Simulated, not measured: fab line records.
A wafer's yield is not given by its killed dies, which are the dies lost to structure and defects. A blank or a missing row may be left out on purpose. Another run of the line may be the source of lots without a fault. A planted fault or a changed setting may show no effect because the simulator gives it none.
8D (eight disciplines) problem report, filled in by code | flow gf180mcu | the parts of the form that need people (team, actions taken, sign-off) are left out

## 1. WHAT WENT WRONG
At GF_POLY_GATE_CD_MEAS_10, cd_nm averages 255.6 nm over 6 wafers from 2 lots, while fault-free wafers read 279.9 nm, standard deviation 1.6. That is -15 standard deviations from the usual mean.
The step: target cd 280 nm.
Seen first at day 14 03:56 on cd_sem-02, wafer L318.2. At this step, 42 wafers from 14 lots have a number in the record. By rule, "out" or "out of limits" means more than 4 standard deviations away from the usual mean. All remaining wafers that have a number are taken as sound.

## 2. WHAT IT IS, WHAT IT ISN'T
question                    | is                     | is not
which readings at this step | cd_nm                  | -
which lots                  | L318, L319             | L301, L302, L303, L305, L306, L307, L308, L310, L313, L314, L321, L322
which wafers of those lots  | all that have a number | -
read on which gauges        | cd_sem-01, cd_sem-02   | -
when                        | from day 14 03:56      | up to then (30 sound wafers); but 6 sound wafers of L321, L322 came after

## 3. WHAT RULES OUT EACH SUSPECT
Counting: a tool stays on the suspect list if, at a process step up to the reading, it processed all lots that are out and no sound lot following the first of them.
- ruled out: the gauge at GF_POLY_GATE_CD_MEAS_10. Those wafers that are out were read across 2 gauges (cd_sem-01, cd_sem-02).
- litho_track-03 at GF_POLY_GATE_SOFTBAKE_06 (time 60 s): kept. All lots that are out passed through it, beginning with L318 at day 13 17:00, and no sound lot followed; its final sound lot before that point was L314 at day 12 15:00. Its own heater_power_total_W, plate_temp_C readings are out on those wafers.
Remaining after the count: litho_track-03 at GF_POLY_GATE_SOFTBAKE_06.

## 4. THE CAUSE (what the simulator had put in)
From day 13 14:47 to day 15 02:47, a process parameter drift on litho_track-03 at GF_POLY_GATE_SOFTBAKE_06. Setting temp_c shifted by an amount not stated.
After counting, this tool was the only one left.

## 5. THE CHAIN OF EFFECTS, in route order
One row per reading whose mean, taken over the struck wafers that have a number, lies over 3 standard deviations from the usual. Scope: only readings with a usual standard deviation given in the record; hours: median across lots of the time from each lot's start at the first step in this table that gives one to its start at this step; sigmas: change in usual standard deviations.
hours | step                     | reading              | usual    | on struck wafers | change | sigmas
0     | GF_POLY_GATE_SOFTBAKE_06 | heater_power_total_W | 93.05 W  | 99.98            | +6.93  | +99 or more
0     | GF_POLY_GATE_SOFTBAKE_06 | plate_temp_C         | 129.99 C | 137.32           | +7.33  | +52
11    | GF_POLY_GATE_CD_MEAS_10  | cd_nm                | 279.9 nm | 255.6            | -24.3  | -15
Process steps it contains:
- GF_POLY_GATE_SOFTBAKE_06: time 60 s.
Later steps that measure or inspect, where all struck wafers having a row at the step show a number for every such reading and not one has moved that far: GF_HV_LDD_CD_MEAS_19.

## 6. HOW IT WOULD HAVE BEEN CAUGHT EARLIER
The first out-of-limits reading at a measuring or inspecting step in this record came at day 14 03:56, 13 hours after the fault's start at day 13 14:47.
The tool's own readings at GF_POLY_GATE_SOFTBAKE_06 were out on every struck wafer that the step has a row for (heater_power_total_W, plate_temp_C): an alarm limit on them would have fired on the first of those.
Each of the lots that are out, 2 in all, had begun GF_POLY_GATE_SOFTBAKE_06 on litho_track-03 no later than day 14 03:56. Tool hold at that time: it would have spared none of them.
